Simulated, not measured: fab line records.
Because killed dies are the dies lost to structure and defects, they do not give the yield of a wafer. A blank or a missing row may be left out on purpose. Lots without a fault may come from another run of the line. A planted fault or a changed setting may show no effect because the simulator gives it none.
Chamber matching | flow gf180mcu | GF_V5_CMP_04 on cmp-02 has 4 sister chambers
The step polishes SiO2. 8 wafers are shown with their chamber, then 9 later ones without.

== WAFERS, EACH WITH ITS CHAMBER ==
wafer  | chamber | motor-current-A (A) | edge-zone-pressure-frac
L318.2 | 1       | 10.3                | 1.005
L331.4 | 1       | 10.3                | 1.000
L332.1 | 0       | 11.8                | 1.002
L332.3 | 2       | 12.2                | 1.003
L332.4 | 3       | 11.2                | 1.005
L333.1 | 3       | 12.0                | 0.998
L333.2 | 0       | 11.6                | 1.006
L333.4 | 2       | 12.1                | 0.991

== WAFERS WITHOUT THEIR CHAMBER ==
wafer  | motor-current-A (A) | edge-zone-pressure-frac
L335.3 | 12.1                | 0.999
L335.5 | 12.1                | 1.003
L335.6 | 10.8                | 0.995
L337.1 | 11.1                | 1.002
L337.2 | 11.6                | 1.000
L337.4 | 10.5                | 0.992
L341.1 | 11.7                | 1.001
L341.3 | 11.0                | 1.002
L341.4 | 12.1                | 0.995

== WHICH CHAMBER EACH ONE RAN IN ==
wafer  | from the rows above               | in truth
L335.3 | can't be placed: 2 or 0 or 3      | 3
L335.5 | can't be placed: 2 or 0 or 3      | 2
L335.6 | can't be placed: 1 or 3 or 0      | 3
L337.1 | can't be placed: 3 or 0 or 1 or 2 | 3
L337.2 | can't be placed: 3 or 0 or 2      | 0
L337.4 | 1                                 | 1
L341.1 | can't be placed: 3 or 0 or 2      | 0
L341.3 | can't be placed: 3 or 1 or 0 or 2 | 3
L341.4 | can't be placed: 2 or 3 or 0      | 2
1 of 9 placed correctly. From these rows, 8 cannot be placed; in 8 the true chamber is one of the candidates. Number placed wrongly: 0.
How it was worked out, from the rows above alone: a wafer's distance from a chamber is the root of the sum, over the readings, of the square of ((its reading less the chamber's mean) divided by the reading's scatter). The wafer belongs to the nearest chamber; if the next one is less than 2 further off, it can't be placed. For every chamber, the mean is computed from those of its wafers that are shown. The scatter: the root of (the sum of the squares of (reading less its chamber's mean) over the shown wafers, divided by (wafers less chambers)).
